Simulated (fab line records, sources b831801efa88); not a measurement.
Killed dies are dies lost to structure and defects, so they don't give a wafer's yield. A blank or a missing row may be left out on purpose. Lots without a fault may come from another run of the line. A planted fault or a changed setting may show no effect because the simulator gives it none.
Tool commonality check | flow sky130 | 12 lots, 36 wafers sampled

WHY IT WAS OPENED
At SKY_VIA2_THK_MEAS_01 the reading VIA2_HDPCVD_THK is flagged on 2 of 12 lots. Wafers without a fault read 1176 nm, standard deviation 11.
Rule: a lot is flagged when every wafer of it that has a number lies more than 4 standard deviations from that mean, or none has a number. The other lots count as sound.

lot  | measured     | on            | VIA2_HDPCVD_THK (nm), wafer by wafer | flag
L737 | day 36 02:08 | film_metro-02 | 1169 1170 1176                       |
L738 | day 36 09:47 | film_metro-01 | 1180 1169 1155                       |
L740 | day 37 03:44 | film_metro-04 | 1178 1179 1196                       |
L741 | day 37 13:02 | film_metro-04 | 1150 1175 1155                       |
L743 | day 37 23:08 | film_metro-02 | 1178 1186 1186                       |
L746 | day 38 21:27 | film_metro-01 | 1177 1188 1179                       |
L748 | day 39 16:06 | film_metro-02 | 1184 1171 1178                       |
L749 | day 39 18:41 | film_metro-02 | 1782 1781 1773                       | FLAGGED
L750 | day 40 07:13 | film_metro-01 | 1173 1177 1172                       |
L751 | day 40 09:42 | film_metro-02 | 1766 1764 1773                       | FLAGGED
L753 | day 40 18:16 | film_metro-01 | 1164 1169 1175                       |
L760 | day 42 23:30 | film_metro-04 | 1182 1185 1169                       |
The numbers of the flagged lots are 1773 nm on average: +597 nm against the usual, or +54 standard deviations.

WHICH TOOL RAN EACH LOT
The record holds 2 process steps before the reading, out of a route of 708 steps. In each cell: the tool, then ch and the chambers that the sampled wafers went through, then the start.
lot  | flag    | SKY_VIA1_ETCH_14                   | SKY_VIA2_HDPCVD_00
L737 |         | rie_diel-04 ch 0,1,3, day 34 20:52 | hdpcvd-01 ch 1,2, day 36 01:59
L738 |         | rie_diel-04 ch 0,3, day 35 03:55   | hdpcvd-02 ch 0,1,2, day 36 09:38
L740 |         | rie_diel-04 ch 0,1,2, day 35 22:11 | hdpcvd-01 ch 1,2, day 37 03:36
L741 |         | rie_diel-03 ch 0,1,3, day 36 07:34 | hdpcvd-01 ch 0,2, day 37 12:53
L743 |         | rie_diel-03 ch 0,3, day 36 18:34   | hdpcvd-02 ch 0,1,2, day 37 23:02
L746 |         | rie_diel-03 ch 0,1,2, day 37 16:25 | hdpcvd-02 ch 0,2, day 38 21:19
L748 |         | rie_diel-04 ch 2,3, day 38 12:44   | hdpcvd-01 ch 0,1, day 39 15:58
L749 | FLAGGED | rie_diel-03 ch 0,1,3, day 38 14:52 | hdpcvd-01 ch 0,2, day 39 18:33
L750 |         | rie_diel-04 ch 1,2,3, day 39 03:43 | hdpcvd-02 ch 1,2, day 40 07:01
L751 | FLAGGED | rie_diel-03 ch 0,1, day 39 05:48   | hdpcvd-01 ch 0,2, day 40 09:34
L753 |         | rie_diel-03 ch 1,3, day 39 15:07   | hdpcvd-02 ch 0,1, day 40 18:08
L760 |         | rie_diel-04 ch 0,2,3, day 41 20:58 | hdpcvd-02 ch 1,2, day 42 23:22
What these steps do:
- SKY_VIA1_ETCH_14: etches BARC in N2/H2, stops on SiO2, time 45.9 s, target depth 60 nm.
- SKY_VIA2_HDPCVD_00: deposits SiO2, target thk 1180 nm, time 196.7 s.
- SKY_VIA2_THK_MEAS_01

FLAGGED OVER TOTAL, TOOL BY TOOL (the gauges that took the reading come last)
step                 | tool          | lots run | flagged | share of the flagged lots | sound lots run after its first flagged lot
SKY_VIA1_ETCH_14     | rie_diel-03   | 6        | 2       | all                       | 1 (L753)
SKY_VIA1_ETCH_14     | rie_diel-04   | 6        | 0       | none                      | -
SKY_VIA2_HDPCVD_00   | hdpcvd-01     | 6        | 2       | all                       | 0
SKY_VIA2_HDPCVD_00   | hdpcvd-02     | 6        | 0       | none                      | -
SKY_VIA2_THK_MEAS_01 | film_metro-01 | 4        | 0       | none                      | -
SKY_VIA2_THK_MEAS_01 | film_metro-02 | 5        | 2       | all                       | 0
SKY_VIA2_THK_MEAS_01 | film_metro-04 | 3        | 0       | none                      | -

WHAT THE TABLE ALLOWS
3 rows of the table ran every flagged lot: rie_diel-03 at SKY_VIA1_ETCH_14, hdpcvd-01 at SKY_VIA2_HDPCVD_00, film_metro-02 at SKY_VIA2_THK_MEAS_01.
- rie_diel-03 at SKY_VIA1_ETCH_14: 2 of its 6 lots flagged. Sound lots ran on it after the first flagged one (L753), which a lasting fault on the whole tool wouldn't allow.
- hdpcvd-01 at SKY_VIA2_HDPCVD_00: 2 of its 6 lots flagged. Its last sound lot is L748 (day 39 15:58), its first flagged lot L749 (day 39 18:33): a fault that began between those two fits. Its own readings lie more than 4 standard deviations out on every wafer of the flagged lots: sih4_flow_sccm.
- film_metro-02 at SKY_VIA2_THK_MEAS_01: 2 of its 5 lots flagged. Its last sound lot is L748 (day 39 16:06), its first flagged lot L749 (day 39 18:41): a fault that began between those two fits.
Counting lots can't tell these 2 tools apart, because each fits a fault that began at some hour. More lots, or a look at what each step does to the wafer, might.

WHAT THE SIMULATOR HAD PUT IN
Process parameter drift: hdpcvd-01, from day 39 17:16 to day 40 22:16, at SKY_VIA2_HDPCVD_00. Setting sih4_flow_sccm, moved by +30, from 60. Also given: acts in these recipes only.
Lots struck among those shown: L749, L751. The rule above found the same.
